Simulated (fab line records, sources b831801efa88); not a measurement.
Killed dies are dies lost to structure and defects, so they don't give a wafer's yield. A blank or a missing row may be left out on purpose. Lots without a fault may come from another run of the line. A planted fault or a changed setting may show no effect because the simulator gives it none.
Problem report in the 8D (eight disciplines) form, filled by code | flow sky130 | the parts of the form that need people (team, actions taken, sign-off) are left out

1. THE PROBLEM
chamber_pressure_pa at SKY_METAL2_SPUTTER_02 reads a mean of 0.3873 Pa on 6 wafers of 2 lots; wafers without a fault read 0.4001 Pa with a standard deviation of 0.00083. That is -15 standard deviations from the usual mean.
The step: material AlCu, target thk 250 nm, time 13.3 s.
First seen on wafer L121.1, day 38 02:22, on pvd_sputter-02. The record holds 36 wafers of 12 lots with a number at this step. Rule for "out", or "out of limits": more than 4 standard deviations from the usual mean. The other wafers with a number count as sound.

2. WHAT IT IS AND WHAT IT IS NOT
question                    | is                     | is not
which readings at this step | chamber_pressure_pa    | cathode_dc_power_W, throttle_valve_pct
which lots                  | L121, L123             | L110, L111, L114, L115, L122, L129, L130, L131, L132, L133
which wafers of those lots  | all that have a number | -
read on which tools         | pvd_sputter-02         | pvd_sputter-01, pvd_sputter-04
when                        | from day 38 02:22      | up to then (12 sound wafers); but 18 sound wafers of L122, L129, L130, L131, L132, L133 came after

3. SUSPECTS, AND WHAT RULES EACH OUT
Counting: a tool at a process step up to the reading stays a suspect if it ran every lot that is out and no sound lot after the first of them.
- pvd_sputter-02 at SKY_METAL2_SPUTTER_02 (material AlCu, target thk 250 nm, time 13.3 s): kept. It ran every lot that is out, first L121 (day 38 02:22), and no sound lot after that; its last sound lot up to then is L115 (day 35 22:53). Its own readings are out on those wafers: chamber_pressure_pa.
Left after counting: pvd_sputter-02 at SKY_METAL2_SPUTTER_02.

4. THE CAUSE (what the simulator had put in)
Process parameter drift: pvd_sputter-02, from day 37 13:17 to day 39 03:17, at SKY_METAL2_SPUTTER_02. Setting chamber_pressure_pa, moved by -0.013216, from 0.4. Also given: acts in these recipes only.
Counting left only this tool.

5. THE CHAIN OF EFFECTS, in route order
Each row: a reading whose mean over the struck wafers that have a number lies more than 3 standard deviations from the usual. Only readings for which the record gives a usual standard deviation are gone through. hours: the time from each lot's start at the first step in this table that gives one to its start at this step, as a median over the lots. sigmas: the change in usual standard deviations.
hours | step                  | reading             | usual     | on struck wafers | change  | sigmas
0     | SKY_METAL2_SPUTTER_02 | chamber_pressure_pa | 0.4001 Pa | 0.3873           | -0.0128 | -15
The process steps in it:
- SKY_METAL2_SPUTTER_02: material AlCu, target thk 250 nm, time 13.3 s.

6. WHAT WOULD HAVE CAUGHT IT SOONER
In this record the first reading out of limits was taken at day 38 02:22, 13 hours after the fault began at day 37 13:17.
